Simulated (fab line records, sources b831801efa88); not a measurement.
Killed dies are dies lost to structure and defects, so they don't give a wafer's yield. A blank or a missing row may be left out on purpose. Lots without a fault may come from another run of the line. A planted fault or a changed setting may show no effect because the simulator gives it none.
fab line records | flow sky130
record lots=6 wafers=18 last_day=49
route steps=708 shown CAPM@548 METAL3@555
lots that met no fault: from a run of the same line without faults
start_h: hours from the record's first day to the start of the lot's first wafer shown | wait_h: hours since the lot's step before | " the same as in the row above | L1.1+2: a row that stands for several wafers | - no value, or no start given | * or withheld: withheld | < > ~ a bound
route shown NAME@n: a module of which the file shows steps, and the number in the route of the first | usual: mean/standard deviation of fault-free wafers | same: alike in all rows | chamber/n: place in a boat | sites: the reading at each site | _std_site: their standard deviation | _edge_site: outer sites' mean less inner sites' | radius_mm: how far each site lies from the wafer's centre | mask NAME#n: copy n | behind: the tool/chamber that last shaped the wafer | hold: why the lot was held/for how many hours/how that ended | device: the transistor (n, p or np) that didn't switch | end of line: the same wafers' tests at the end of the route | a step without rows: its recipe alone | killed: dies lost to structure and defects at the first sort, not the wafer's yield | map: a wafer's dies, x killed, . not, _ none there
set.NAME: the setting as run; set.NAME@STEP: as run at that earlier step | model.NAME: the simulator's own value behind a step, which no gauge read
lots at some steps of the route; a table a step, a row a wafer
services: from which hour (start_h, from the record's first day; less than 0 if before it) a tool's chamber was out of use, for how many hours, and why
## steps
# step SKY_CAPM_DEVELOP_11
# recipe resist=NOVOLAK developer=TMAH develop_time_s=60 dev_temp_c=23
# step SKY_CAPM_OVL_MEAS_12
# usual CAPM_OVL=-0.9/1.6
# columns lot.wafer tool chamber start_h wait_h CAPM_OVL[nm]
L906.2 overlay-01 - 878.41 0.1 -0.8
L906.3 " - " " -0.4
L906.6 " - " " -0.9
L907.2 overlay-02 - 884.70 0.1 -2.7
L907.4 " - " " -2.1
L907.6 " - " " -0.8
L919.1 overlay-01 - 970.85 0.1 -1.8
L919.4 " - " " -2.8
L919.5 " - " " -2.1
L922.1 overlay-01 - 992.19 0.1 0.9
L922.2 " - " " 0.6
L922.5 " - " " 1.6
L923.1 overlay-02 - 999.64 0.1 -0.6
L923.3 " - " " -0.1
L923.6 " - " " -0.7
L925.2 overlay-02 - 1011.05 0.1 -0.1
L925.4 " - " " -1.3
L925.5 " - " " -1.6
# step SKY_CAPM_METAL_ETCH_13
# recipe target_depth_nm=220 stop_on=SiO2 chemistry=Cl2/BCl3 target=TiN pressure_mtorr=10 icp_w=900 bias_w=48.5 Cl2_flow_sccm=60 bcl3_flow_sccm=30 time_s=62.9
# usual bias_w=48.52/0.15 drypump_motor_current_A=5.9/0.41 oes_product_au=0.940/0.0097 throttle_valve_pct=21.903/0.01
# columns lot.wafer tool chamber start_h wait_h bias_w drypump_motor_current_A oes_product_au rf_hours_counter_h throttle_valve_pct
L906.2 rie_metal-02 0 878.44 0.0 48.47 5.8 0.955 14 21.900
L906.3 " 0 " " 48.51 5.8 0.938 - 21.911
L906.6 " 1 " " 48.68 6.0 0.938 - 21.891
L907.2 rie_metal-01 1 884.73 0.0 48.37 5.4 0.946 3 21.907
L907.4 " 1 " " 48.48 5.4 0.923 - 21.914
L907.6 " 0 " " 48.49 5.4 0.941 - 21.912
L919.1 rie_metal-02 1 970.88 0.0 48.40 6.0 0.949 7 21.896
L919.4 " 1 " " 48.50 6.0 0.942 - 21.895
L919.5 " 1 " " 48.45 6.0 0.949 - 21.890
L922.1 rie_metal-02 0 992.22 0.0 48.53 5.8 0.944 1 21.881
L922.2 " 1 " " 48.77 6.0 0.965 8 21.888
L922.5 " 0 " " 48.79 5.8 0.932 - 21.909
L923.1 rie_metal-04 1 999.67 0.0 48.41 6.2 0.958 13 21.893
L923.3 " 0 " " 48.34 6.7 0.949 - 21.878
L923.6 " 0 " " 48.70 6.7 0.949 - 21.906
L925.2 rie_metal-01 1 1011.08 0.0 48.57 5.4 0.944 8 21.890
L925.4 " 0 " " 48.30 5.4 0.936 - 21.907
L925.5 " 0 " " 48.47 5.4 0.934 - 21.910
# step SKY_CAPM_STRIP_14
# recipe chemistry=O2/N2 power_w=1400 pressure_mtorr=1500 platen_temp_c=withheld o2_flow_sccm=3000 n2_flow_sccm=300 overash_fraction=0.5
# usual drypump_motor_current_A=5.4/0.44 oes_product_au=0.711/0.0047 strip_time_to_endpoint_s=12.64/0.048
# columns lot.wafer tool chamber start_h wait_h drypump_motor_current_A oes_product_au rf_hours_counter_h strip_time_to_endpoint_s
L906.2 plasma_asher-04 0 878.52 0.1 5.2 0.709 42 12.59
L906.3 " 1 " " 5.1 0.717 - 12.59
L906.6 " 0 " " 5.2 0.716 - 12.56
L907.2 plasma_asher-04 0 884.81 0.1 5.2 0.705 43 12.63
L907.4 " 1 " " 5.1 0.703 - 12.58
L907.6 " 1 " " 5.1 0.700 - 12.67
L919.1 plasma_asher-02 1 971.04 0.1 5.1 0.703 23 12.59
L919.4 " 0 " " 6.3 0.709 - 12.61
L919.5 " 0 " " 6.2 0.712 - 12.63
L922.1 plasma_asher-02 0 992.30 0.1 6.2 0.703 25 12.63
L922.2 " 1 " " 5.1 0.704 25 12.59
L922.5 " 0 " " 6.3 0.710 - 12.57
L923.1 plasma_asher-04 0 999.75 0.1 5.3 0.708 54 12.65
L923.3 " 0 " " 5.2 0.709 - 12.63
L923.6 " 0 " " 5.3 0.704 - 12.67
L925.2 plasma_asher-03 1 1011.16 0.1 5.6 0.711 118 12.66
L925.4 " 0 " " 5.7 0.709 - 12.69
L925.5 " 0 " " 5.7 0.713 - 12.65
# step SKY_CAPM_STRIP_15
# recipe chemistry=post_etch_residue_remover time_s=1200 temp_c=72.5
# step SKY_CAPM_CLEAN_16
# recipe chemistry=IPA time_s=180 temp_c=25
# step SKY_CAPM_CLEAN_17
# recipe chemistry=O3/DIW dry=n2_spin
# step SKY_METAL3_DEHYDRATE_05
# recipe temp_c=200 time_s=60
# step SKY_METAL3_HMDS_06
# recipe prime_time_s=60 prime_temp_c=120
# step SKY_METAL3_COAT_07
# recipe resist=BARC temp_c=withheld time_s=withheld spin_rpm=3000 resist_thk_nm=60
# step SKY_METAL3_COAT_08
# recipe resist=KrF-thick spin_rpm=3000 resist_thk_nm=1140
# step SKY_METAL3_SOFTBAKE_09
# recipe temp_c=100 time_s=90 resist=KrF-thick
# step SKY_METAL3_EXPOSE_10
# recipe mask_id=MM3 na=0.68 source_shape=annular sigma_inner=0.4 sigma_outer=0.8 target_cd_nm=300 dose_mj=28
# usual reticle_temp_C=23.02/0.1
# same sigma_inner=0.4
# columns lot.wafer tool chamber start_h wait_h mask reticle_temp_C
L906.2 krf_scanner-01 0 892.42 - MM3#0 22.83
L906.3 " 0 " " MM3#0 22.98
L906.6 " 0 " " MM3#0 22.99
L907.2 krf_scanner-01 0 898.47 - MM3#0 23.13
L907.4 " 0 " " MM3#0 22.87
L907.6 " 0 " " MM3#0 22.99
L919.1 krf_scanner-01 0 983.14 - MM3#0 23.14
L919.4 " 0 " " MM3#0 23.08
L919.5 " 0 " " MM3#0 23.01
L922.1 krf_scanner-01 0 1004.91 - MM3#0 22.85
L922.2 " 0 " " MM3#0 22.74
L922.5 " 0 " " MM3#0 23.02
L923.1 krf_scanner-01 0 1012.04 - MM3#0 23.00
L923.3 " 0 " " MM3#0 22.94
L923.6 " 0 " " MM3#0 23.07
L925.2 krf_scanner-02 0 1023.47 - MM3#0 23.11
L925.4 " 0 " " MM3#0 22.89
L925.5 " 0 " " MM3#0 22.95
# step SKY_METAL3_PEB_11
# recipe peb_temp_c=withheld peb_time_s=withheld resist=KrF-thick
# step SKY_METAL3_DEVELOP_12
# recipe develop_time_s=60 resist=KrF-thick dev_temp_c=21
# step SKY_METAL3_CD_MEAS_13
# recipe target_cd_nm=300
# usual cd_nm=300.4/1.4
# columns lot.wafer tool chamber start_h wait_h cd_nm
L906.2 cd_sem-01 - 903.98 - 301.0
L906.3 " - " " 300.0
L906.6 " - " " 301.2
L907.2 cd_sem-01 - 910.47 - 300.2
L907.4 " - " " 299.4
L907.6 " - " " 300.9
L919.1 cd_sem-01 - 995.14 - 296.3
L919.4 " - " " 298.7
L919.5 " - " " 298.2
L922.1 cd_sem-01 - 1015.79 - 299.1
L922.2 " - " " 242.1
L922.5 " - " " 300.4
L923.1 cd_sem-02 - 1023.74 - 301.3
L923.3 " - " " 300.9
L923.6 " - " " 243.9
L925.2 cd_sem-02 - 1034.57 - 300.0
L925.4 " - " " 299.9
L925.5 " - " " 299.7
# step SKY_METAL3_OVL_MEAS_14
# usual METAL3_OVL=0/6.8
# columns lot.wafer tool chamber start_h wait_h METAL3_OVL[nm]
L906.2 overlay-02 - 904.08 0.1 5
L906.3 " - " " 5
L906.6 " - " " 6
L907.2 overlay-01 - 910.58 0.1 5
L907.4 " - " " 6
L907.6 " - " " 8
L919.1 overlay-01 - 995.26 0.1 4
L919.4 " - " " 1
L919.5 " - " " 7
L922.1 overlay-01 - 1015.91 0.1 3
L922.2 " - " " 0
L922.5 " - " " 9
L923.1 overlay-02 - 1023.86 0.1 -9
L923.3 " - " " 0
L923.6 " - " " -2
L925.2 overlay-02 - 1034.68 0.1 8
L925.4 " - " " 7
L925.5 " - " " -3
# step SKY_METAL3_DESCUM_15
# recipe chemistry=O2 source_power_w=150 bias_power_w=0 pressure_mtorr=10 temp_c=40 time_s=8
# usual drypump_motor_current_A=5.7/0.52 oes_product_au=0.992/0.014
# same bias_power_w=0
# columns lot.wafer tool chamber start_h wait_h drypump_motor_current_A oes_product_au rf_hours_counter_h model.METAL3.cd_nm
L906.2 rie_metal-04 1 904.12 0.0 6.2 1.000 - 300.8
L906.3 " 1 " " 6.2 0.998 - 299.4
L906.6 " 1 " " 6.2 0.993 - 300.9
L907.2 rie_metal-01 0 910.61 0.0 5.4 0.968 10 299.7
L907.4 " 1 " " 5.4 1.000 - 299.2
L907.6 " 1 " " 5.4 0.993 - 300.6
L919.1 rie_metal-04 1 995.29 0.0 6.2 1.010 13 296
L919.4 " 1 " " 6.2 1.011 - 298.3
L919.5 " 1 " " 6.2 1.003 - 298
L922.1 rie_metal-01 0 1015.94 0.0 5.4 0.969 15 299.2
L922.2 " 1 " " 5.4 1.020 9 241.8
L922.5 " 0 " " 5.4 0.976 - 300.4
L923.1 rie_metal-01 1 1023.89 0.0 5.4 1.001 9 301.7
L923.3 " 1 " " 5.4 1.009 - 300.6
L923.6 " 1 " " 5.4 1.010 - 243.8
L925.2 rie_metal-01 0 1034.71 0.0 5.4 0.986 16 300.1
L925.4 " 1 " " 5.4 1.010 - 299.3
L925.5 " 1 " " 5.4 1.001 - 299.6
# step SKY_METAL3_ETCH_16
# recipe chemistry=N2/H2 target=BARC ion_energy_ev=200 bias_w=100 pressure_mtorr=30 n2_flow_sccm=100 h2_flow_sccm=200 icp_w=500 stop_on=SiO2 time_s=88.2 target_depth_a=600
# usual bias_w=100.0/0.31 drypump_motor_current_A=5.7/0.52 oes_product_au=0.626/0.0049 throttle_valve_pct=13.205/0.009
# columns lot.wafer tool chamber start_h wait_h bias_w drypump_motor_current_A oes_product_au rf_hours_counter_h throttle_valve_pct
L906.2 rie_metal-04 1 904.21 0.1 99.2 6.2 0.627 - 13.213
L906.3 " 1 " " 99.9 6.2 0.619 - 13.218
L906.6 " 1 " " 99.9 6.2 0.623 - 13.192
L907.2 rie_metal-01 0 910.64 0.0 100.0 5.4 0.625 10 13.205
L907.4 " 1 " " 100.1 5.5 0.637 - 13.199
L907.6 " 1 " " 99.8 5.5 0.623 - 13.201
L919.1 rie_metal-04 1 995.32 0.0 100.2 6.2 0.628 13 13.207
L919.4 " 1 " " 99.9 6.2 0.624 - 13.219
L919.5 " 1 " " 100.5 6.2 0.628 - 13.204
L922.1 rie_metal-01 0 1015.98 0.0 100.3 5.4 0.630 15 13.190
L922.2 " 1 " " 99.8 5.4 0.625 9 13.189
L922.5 " 0 " " 100.0 5.4 0.624 - 13.202
L923.1 rie_metal-01 1 1023.92 0.0 100.1 5.5 0.621 9 13.209
L923.3 " 1 " " 100.0 5.4 0.628 - 13.201
L923.6 " 1 " " 100.3 5.4 0.623 - 13.196
L925.2 rie_metal-01 0 1034.74 0.0 100.1 5.4 0.625 16 13.199
L925.4 " 1 " " 100.3 5.5 0.634 - 13.206
L925.5 " 1 " " 99.7 5.4 0.637 - 13.210
# step SKY_METAL3_ETCH_17
# recipe target=SiO2 stop_on=TiN chemistry=C4F8/O2/Ar source_w=1500 bias_w=1200 pressure_mtorr=40 c4f8_flow_sccm=withheld O2_flow_sccm=6 Ar_flow_sccm=300 time_s=3.9 target_depth_a=150
# usual bias_w=1200/3.4 oes_product_au=0.754/0.009
# columns lot.wafer tool chamber start_h wait_h bias_w oes_product_au rf_hours_counter_h
L906.2 rie_diel-01 3 904.37 0.1 1197 0.746 3
L906.3 " 1 " " 1198 0.745 17
L906.6 " 3 " " 1201 0.757 -
L907.2 rie_diel-03 1 910.74 0.1 1200 0.749 13
L907.4 " 0 " " 1200 0.765 21
L907.6 " 0 " " 1202 0.758 -
L919.1 rie_diel-02 1 995.42 0.1 1203 0.753 8
L919.4 " 3 " " 1202 0.758 6
L919.5 " 2 " " 1196 0.761 -
L922.1 rie_diel-01 3 1016.08 0.1 1203 0.748 6
L922.2 " 1 " " 1197 0.750 21
L922.5 " 1 " " 1200 0.759 -
L923.1 rie_diel-03 3 1024.02 0.1 1198 0.749 6
L923.3 " 0 " " 1195 0.763 24
L923.6 " 1 " " 1198 0.762 -
L925.2 rie_diel-01 3 1034.84 0.1 1203 0.750 7
L925.4 " 0 " " 1202 0.757 19
L925.5 " 0 " " 1204 0.748 -
# step SKY_METAL3_METAL_ETCH_18
# recipe target_depth_a=8450 stop_on=SiO2 over_etch_frac=0.3 time_s=183.1 chemistry=Cl2/BCl3 resist_sidewall_deg=88 pressure_mtorr=10 icp_w=900 bias_w=48.5 Cl2_flow_sccm=60 bcl3_flow_sccm=30
# usual bias_w=48.49/0.15 drypump_motor_current_A=5.8/0.63 oes_product_au=0.863/0.0072 throttle_valve_pct=22.264/0.0093
# columns lot.wafer tool chamber start_h wait_h bias_w drypump_motor_current_A oes_product_au rf_hours_counter_h throttle_valve_pct model.METAL3.cd_nm
L906.2 rie_metal-01 0 904.39 0.0 48.47 5.4 0.867 10 22.283 301.6
L906.3 " 0 " " 48.60 5.4 0.869 - 22.266 301.6
L906.6 " 0 " " 48.54 5.4 0.854 - 22.266 306.2
L907.2 rie_metal-03 0 910.76 0.0 48.39 6.0 0.856 10 22.276 302.4
L907.4 " 0 " " 48.49 6.0 0.865 - 22.252 303.3
L907.6 " 0 " " 48.62 6.0 0.863 - 22.257 304
L919.1 rie_metal-03 1 995.44 0.0 48.51 4.8 0.855 16 22.257 300.5
L919.4 " 1 " " 48.31 4.8 0.866 - 22.258 302.3
L919.5 " 1 " " 48.42 4.8 0.853 - 22.264 299.3
L922.1 rie_metal-04 0 1016.09 0.0 48.68 6.7 0.871 6 22.270 299.3
L922.2 " 1 " " 48.56 6.2 0.874 15 22.270 237.6
L922.5 " 0 " " 48.60 6.7 0.868 - 22.274 300.8
L923.1 rie_metal-04 1 1024.04 0.0 48.48 6.2 0.872 15 22.271 292.9
L923.3 " 0 " " 48.70 6.7 0.866 - 22.240 304.5
L923.6 " 1 " " 48.67 6.2 0.868 - 22.266 233.2
L925.2 rie_metal-04 1 1034.86 0.0 48.41 6.2 0.855 15 22.274 286.4
L925.4 " 0 " " 48.44 6.7 0.864 - 22.264 305.1
L925.5 " 1 " " 48.43 6.2 0.855 - 22.277 289.2
# step SKY_METAL3_STRIP_19
# recipe chemistry=O2/N2 power_w=1400 pressure_mtorr=1500 platen_temp_c=withheld o2_flow_sccm=3000 n2_flow_sccm=300 overash_fraction=0.5
# usual drypump_motor_current_A=5.7/0.4 oes_product_au=0.505/0.006 strip_time_to_endpoint_s=6.60/0.097
# columns lot.wafer tool chamber start_h wait_h drypump_motor_current_A oes_product_au rf_hours_counter_h strip_time_to_endpoint_s
L906.2 plasma_asher-01 1 904.57 0.1 6.2 0.509 80 6.81
L906.3 " 0 " " 5.3 0.508 - 6.76
L906.6 " 1 " " 6.1 0.508 - 6.78
L907.2 plasma_asher-03 1 910.93 0.1 5.6 0.503 109 6.60
L907.4 " 1 " " 5.6 0.515 - 6.58
L907.6 " 1 " " 5.6 0.502 - 6.58
L919.1 plasma_asher-03 1 995.62 0.1 5.6 0.508 116 6.78
L919.4 " 0 " " 5.7 0.504 - 6.76
L919.5 " 1 " " 5.6 0.517 - 6.78
L922.1 plasma_asher-01 1 1016.27 0.1 6.1 0.510 91 6.61
L922.2 " 0 " " 5.3 0.501 91 6.55
L922.5 " 1 " " 6.2 0.508 - 6.56
L923.1 plasma_asher-03 0 1024.22 0.1 5.7 0.506 120 6.59
L923.3 " 1 " " 5.6 0.508 - 6.67
L923.6 " 1 " " 5.6 0.501 - 6.59
L925.2 plasma_asher-02 0 1035.04 0.1 6.3 0.503 29 6.63
L925.4 " 1 " " 5.1 0.505 - 6.60
L925.5 " 1 " " 5.1 0.497 - 6.54
## services
# columns tool chamber start_h hours kind
krf_scanner-01 - 859.86 1.2 repair
plasma_asher-04 - 863.65 2.8 pm
krf_scanner-01 - 868.89 1.3 pm
rie_metal-04 - 874.29 0.3 repair
rie_diel-03 2 880.46 2.4 repair
rie_diel-01 2 888.90 2.2 repair
plasma_asher-03 - 890.27 4.5 repair
krf_scanner-01 - 891.17 0.8 pm
rie_metal-04 - 896.08 1.0 repair
plasma_asher-03 - 903.29 0.5 repair
krf_scanner-01 - 905.83 1.0 pm
rie_diel-01 - 907.19 4.3 pm
plasma_asher-02 - 908.50 3.0 repair
plasma_asher-03 - 925.76 0.8 repair
rie_diel-01 3 935.24 12.9 repair
rie_diel-01 - 937.72 0.6 repair
plasma_asher-04 - 938.18 7.6 repair
plasma_asher-03 - 952.52 6.6 repair
rie_metal-04 - 954.57 1.4 pm
plasma_asher-03 - 960.43 3.4 repair
krf_scanner-01 - 964.85 0.4 repair
krf_scanner-01 - 989.36 0.8 pm
rie_diel-01 - 1019.02 2.1 repair
rie_diel-01 1 1027.49 4.0 repair
## key
first_sign step=SKY_METAL3_CD_MEAS_13 reading=cd_nm direction=down sigmas=41 usual=300.4 struck=243.0
effect none on later readings
model_effect step=SKY_METAL3_DESCUM_15 value=METAL3.cd_nm without=299.9 struck=242.8
model_effect step=SKY_METAL3_METAL_ETCH_18 value=METAL3.cd_nm without=292.6 struck=235.4
met_at SKY_METAL3_EXPOSE_10
struck_wafers L922.2,L923.6
later_rows_left_out L922.2,L923.6
sort_left_out L922.2,L923.6
onset_between 983.14 1004.91
fault kind=process_parameter_drift tool=krf_scanner-01 chamber=- onset_h=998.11 steps=SKY_METAL3_EXPOSE_10 channel=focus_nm offset=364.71 shape=step end_h=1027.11 scope=struck_wafers_only
# sort_left_out: the simulated sort isn't trusted on such a fault, so these wafers' sort isn't shown, and their yield isn't known
# later_rows_left_out: the simulator's readings of these wafers behind a module that went badly wrong aren't trusted and aren't shown, but for the sort
